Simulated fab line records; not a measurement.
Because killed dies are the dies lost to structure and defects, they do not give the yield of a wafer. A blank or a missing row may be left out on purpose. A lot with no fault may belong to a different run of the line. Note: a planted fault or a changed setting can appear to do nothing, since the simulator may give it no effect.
fab line records | flow gf180mcu
[record] lots = 15 wafers = 45 lastDay = 35
route steps=602 shown STI@1 PSD@261 SALICIDE@281
lots that met no fault: taken from a fault-free run of the same line
startH: start of the lot's first displayed wafer, in hours after the record's first day | waitH: hours elapsed since this lot's preceding step | " the same as in the row above | L1.1+2: a row that stands for several wafers | - no value, or no start was given | * or withheld: withheld | < > ~ a bound
route shown NAME@n: NAME is a module with steps in the file, n the number in the route of the first one | usual: the fault-free wafers' mean and standard deviation | same: alike in all rows | chamber/n: place in a boat | sites: the reading at each site | _std_site: their standard deviation | _edge_site: outer sites' mean less inner sites' | radiusMm: for every site, how far away it sits from the centre of the wafer | mask NAME#n: copy n | behind: the most recent tool/chamber to have shaped the wafer | hold: reason for holding the lot/hours on hold/outcome of the hold | device: the n, p or np transistor that did not switch | end of line: at the end of the route, the tests of the same wafers | a step without rows: its recipe alone | killed: at the first sort, the dies lost to defects and structure; wafer yield is something else | map: the dies of a wafer, with x for killed, . for not killed, _ for no die there
set.NAME: the setting as run; set.NAME@STEP: as run at that earlier step | model.NAME: the simulator's own value behind a step, which no gauge read
route steps across a sampled set of lots; one table per step, one row per wafer
services: a tool's chamber out of use, with start hour (startH, from the record's first day; less than 0 if before it), hours out, and reason
[[steps]]
[step GF_STI_BOW_MEAS_00]
[recipe] mode = bow
[usual] INCOMING_BOW = -1/7.4
// columns lot.wafer tool chamber startH waitH INCOMING_BOW[um]
L737.2 filmMetro-02 - 10.02 - 5
L737.4 " - " " 5
L737.6 " - " " 6
L738.1 filmMetro-03 - 15.00 - -1
L738.2 " - " " 2
L738.6 " - " " 0
L741.1 filmMetro-03 - 30.00 - 3
L741.2 " - " " 3
L741.5 " - " " 5
L742.1 filmMetro-04 - 35.00 - -3
L742.5 " - " " -2
L742.6 " - " " 9
L743.1 filmMetro-03 - 40.00 - -1
L743.2 " - " " -9
L743.6 " - " " 2
L744.1 filmMetro-04 - 45.00 - -6
L744.2 " - " " 9
L744.4 " - " " -7
L747.2 filmMetro-04 - 60.02 - -5
L747.4 " - " " 5
L747.5 " - " " -14
L748.3 filmMetro-03 - 65.04 - 4
L748.5 " - " " 2
L748.6 " - " " 4
L751.1 filmMetro-03 - 80.00 - -10
L751.2 " - " " -1
L751.6 " - " " 4
L752.2 filmMetro-02 - 85.02 - 5
L752.5 " - " " 0
L752.6 " - " " 1
L753.1 filmMetro-04 - 90.00 - -12
L753.2 " - " " 8
L753.3 " - " " -1
L756.1 filmMetro-04 - 105.00 - -17
L756.4 " - " " -2
L756.6 " - " " 0
L758.1 filmMetro-04 - 115.00 - 4
L758.2 " - " " 13
L758.3 " - " " 0
L759.1 filmMetro-03 - 120.00 - -1
L759.3 " - " " -13
L759.4 " - " " -2
L760.2 filmMetro-02 - 125.02 - -2
L760.4 " - " " -7
L760.6 " - " " -1
[step GF_STI_OXIDATION_29]
[recipe] tempC = 900 ambient = O2 stabiliseS = 600 purgeS = 300 targetThkA = 100 oxTimeS = 1418
[usual] oxTempC = 900.1/0.39 oxTempCMax = 903.2/0.67
// columns lot.wafer tool chamber startH waitH oxTempC oxTempCMax
L737.2 furnace-02 0 29.17 0.0 899.6 902.9
L737.4 " 0 " " 899.8 902.8
L737.6 " 0 " " 899.7 903.1
L738.1 furnace-01 0 34.62 0.0 900.2 902.6
L738.2 " 0 " " 899.8 902.0
L738.6 " 0 " " 900.3 903.2
L741.1 furnace-02 0 50.66 0.4 899.6 902.8
L741.2 " 0 " " 899.4 903.2
L741.5 " 0 " " 900.0 903.1
L742.1 furnace-01 - 56.08 0.7 - -
L742.5 " - " " - -
L742.6 " - " " - -
L743.1 furnace-01 - 62.61 2.1 - -
L743.2 " - " " - -
L743.6 " - " " - -
L744.1 furnace-01 - 67.77 1.2 - -
L744.2 " - " " - -
L744.4 " - " " - -
L747.2 furnace-01 0 82.31 0.2 900.3 902.9
L747.4 " 0 " " 900.3 903.5
L747.5 " 0 " " 900.8 904.2
L748.3 furnace-02 0 86.51 0.2 900.4 903.3
L748.5 " 0 " " 900.2 903.5
L748.6 " 0 " " 900.6 903.8
L751.1 furnace-02 0 101.74 0.7 899.9 904.2
L751.2 " 0 " " 899.8 903.6
L751.6 " 0 " " 899.5 902.7
L752.2 furnace-01 0 107.58 0.3 899.5 902.7
L752.5 " 0 " " 899.7 902.8
L752.6 " 0 " " 900.2 903.0
L753.1 furnace-02 0 112.03 0.0 900.0 902.7
L753.2 " 0 " " 900.2 903.4
L753.3 " 0 " " 900.4 903.3
L756.1 furnace-02 0 126.54 0.0 899.9 904.1
L756.4 " 0 " " 900.0 902.9
L756.6 " 0 " " 900.1 903.8
L758.1 furnace-01 0 138.05 0.0 900.0 903.3
L758.2 " 0 " " 900.0 903.3
L758.3 " 0 " " 900.6 903.2
L759.1 furnace-01 0 141.54 0.0 900.0 903.1
L759.3 " 0 " " 899.8 902.3
L759.4 " 0 " " 899.9 902.7
L760.2 furnace-01 0 147.96 0.3 899.2 902.3
L760.4 " 0 " " 900.1 903.2
L760.6 " 0 " " 900.3 903.2
[step GF_PSD_RTA_13]
[recipe] tempC = 1025 timeS = 20 ambient = N2
[usual] chamberO2Ppm = 2.006/0.023 lampPowerPct = 36.2/1.2 wafer_temp_C_max = 1028.5/0.82
[same] timeS = 20
// columns lot.wafer tool chamber startH waitH chamberO2Ppm lampPowerPct wafer_temp_C_max
L737.2 rtpAnneal-01 0 319.85 0.0 2.035 35.0 1029.4
L737.4 " 0 " " 2.008 35.1 1029.0
L737.6 " 0 " " 2.007 35.0 1027.5
L738.1 rtpAnneal-01 0 331.92 0.0 2.014 35.0 1029.0
L738.2 " 0 " " 2.023 35.0 1029.4
L738.6 " 0 " " 1.978 35.0 1031.3
L741.1 rtpAnneal-02 0 361.18 0.0 2.044 37.5 1026.7
L741.2 " 0 " " 1.997 37.4 1026.8
L741.5 " 0 " " 1.993 37.5 1027.2
L747.2 rtpAnneal-02 0 416.33 0.0 1.988 37.5 1027.8
L747.4 " 0 " " 1.982 37.4 1028.9
L747.5 " 0 " " 1.999 37.5 1027.3
L748.3 rtpAnneal-02 0 418.66 0.0 1.999 37.4 1028.7
L748.5 " 0 " " 1.999 37.4 1029.4
L748.6 " 0 " " 2.007 37.4 1027.6
L751.1 rtpAnneal-01 0 446.44 0.0 2.014 35.0 1028.1
L751.2 " 0 " " 1.995 35.0 1029.4
L751.6 " 0 " " 2.013 35.0 1027.9
L752.2 rtpAnneal-02 0 458.95 0.0 2.032 37.4 1028.0
L752.5 " 0 " " 1.995 37.5 1027.7
L752.6 " 0 " " 2.055 37.4 1028.4
L753.1 rtpAnneal-02 0 463.74 0.0 2.032 37.5 1027.1
L753.2 " 0 " " 2.045 37.4 1028.2
L753.3 " 0 " " 1.986 37.4 1027.4
L756.1 rtpAnneal-01 0 494.57 0.0 1.979 35.0 1029.3
L756.4 " 0 " " 2.031 34.9 1028.6
L756.6 " 0 " " 2.019 35.0 1028.9
L758.1 rtpAnneal-01 0 497.47 0.0 2.049 35.1 1028.4
L758.2 " 0 " " 2.029 35.0 1029.2
L758.3 " 0 " " 1.999 35.0 1028.7
L759.1 rtpAnneal-02 0 512.23 0.0 2.012 37.5 1027.6
L759.3 " 0 " " 1.987 37.4 1029.3
L759.4 " 0 " " 1.975 37.5 1027.8
L760.2 rtpAnneal-02 0 519.15 0.0 1.988 37.5 1029.1
L760.4 " 0 " " 1.989 37.4 1029.1
L760.6 " 0 " " 2.053 37.4 1029.8
[step GF_SALICIDE_SPUTTER_03]
[recipe] material = TiN targetThkNm = 20 powerW = 6500 timeS = 16.7 chamberPressurePa = 0.4
[usual] cathodeDcPowerW = 6500.0/1.3 throttleValvePct = 30.3/1.4
[same] timeS = 16.7
// columns lot.wafer tool chamber startH waitH cathodeDcPowerW throttleValvePct
L737.2 pvdSputter-01 - 342.33 0.0 6497.3 28.0
L737.4 " - " " 6500.2 30.5
L737.6 " - " " 6499.7 32.1
L738.1 pvdSputter-03 - 354.50 0.0 6499.1 31.2
L738.2 " - " " 6499.3 29.9
L738.6 " - " " 6502.3 31.2
L741.1 pvdSputter-01 - 384.89 0.0 6497.5 31.9
L741.2 " - " " 6498.0 27.8
L741.5 " - " " 6500.8 30.2
L747.2 pvdSputter-03 - 442.47 0.0 6499.7 29.6
L747.4 " - " " 6499.7 31.3
L747.5 " - " " 6498.8 31.3
L748.3 pvdSputter-01 - 443.79 0.0 6501.5 28.1
L748.5 " - " " 6502.2 28.1
L748.6 " - " " 6498.7 30.7
L751.1 pvdSputter-01 - 472.09 0.0 6499.4 31.8
L751.2 " - " " 6501.3 30.7
L751.6 " - " " 6499.2 28.2
L752.2 pvdSputter-01 - 484.44 0.0 6500.9 29.8
L752.5 " - " " 6500.3 31.9
L752.6 " - " " 6499.2 30.2
L753.1 pvdSputter-04 - 488.44 0.0 6498.5 29.9
L753.2 " - " " 6500.2 28.2
L753.3 " - " " 6500.0 31.9
L756.1 pvdSputter-01 - 519.25 0.0 6501.1 30.1
L756.4 " - " " 6500.7 32.0
L756.6 " - " " 6499.4 32.1
L758.1 pvdSputter-03 - 521.89 0.0 6499.9 30.3
L758.2 " - " " 6499.5 31.8
L758.3 " - " " 6498.7 29.9
L759.1 pvdSputter-03 - 536.01 0.0 6502.6 29.7
L759.3 " - " " 6497.2 30.0
L759.4 " - " " 6501.8 32.0
L760.2 pvdSputter-01 - 542.77 0.0 6502.7 30.4
L760.4 " - " " 6500.0 29.9
L760.6 " - " " 6496.5 28.2
[[services]]
// columns tool chamber startH hours kind
furnace-01 - 38.39 3.0 pm
furnace-02 - 59.58 4.3 pm
pvdSputter-03 - 68.31 4.4 repair
pvdSputter-01 - 68.41 2.6 repair
furnace-01 - 74.13 4.4 pm
pvdSputter-03 - 94.91 5.4 repair
pvdSputter-03 - 131.72 1.7 repair
pvdSputter-04 - 140.77 2.0 repair
pvdSputter-03 - 144.96 2.5 repair
furnace-01 - 206.34 3.8 pm
pvdSputter-04 - 209.74 5.5 repair
furnace-02 - 230.83 3.1 pm
pvdSputter-01 - 240.18 13.7 repair
furnace-02 - 241.04 2.4 pm
furnace-01 - 298.67 15.7 pm
rtpAnneal-01 - 348.64 3.5 pm
furnace-01 - 355.37 5.2 pm
pvdSputter-03 - 363.10 0.5 repair
furnace-01 - 374.12 3.6 pm
pvdSputter-01 - 380.32 4.3 repair
furnace-02 - 396.52 3.2 pm
pvdSputter-01 - 409.20 1.0 repair
furnace-02 - 523.54 4.0 pm
[[key]]
[firstSign] step = GF_STI_OXIDATION_29 reading = toolRecord direction = missing
effect none on later readings
metAt GF_STI_OXIDATION_29
struckLots L742,L743,L744
laterRowsLeftOut L742.1,L742.5,L742.6,L743.1,L743.2,L743.6,L744.1,L744.2,L744.4
sortLeftOut L742.1,L742.5,L742.6,L743.1,L743.2,L743.6,L744.1,L744.2,L744.4
testerLeftOut L742,L743,L744
notActingAt GF_STI_BOW_MEAS_00,GF_PSD_RTA_13,GF_SALICIDE_SPUTTER_03
onsetBetween 34.62 56.08
[fault] kind = skippedStepWhole tool = furnace-01 chamber = - onsetH = 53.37 steps = GF_STI_OXIDATION_29 scope = struckLotsOnly
// testerLeftOut: of these lots the tester's yield and bins aren't shown, on N5 and GAA mostly nor the transistor test; their killed dies are dies lost to structure and defects alone, not to doping, threshold or leakage, so they don't give the yield
// sortLeftOut: the simulated sort isn't trusted on such a fault, so these wafers' sort isn't shown, and their yield isn't known
// laterRowsLeftOut: the simulator's readings of these wafers behind a module that went badly wrong aren't trusted and aren't shown, but for the sort
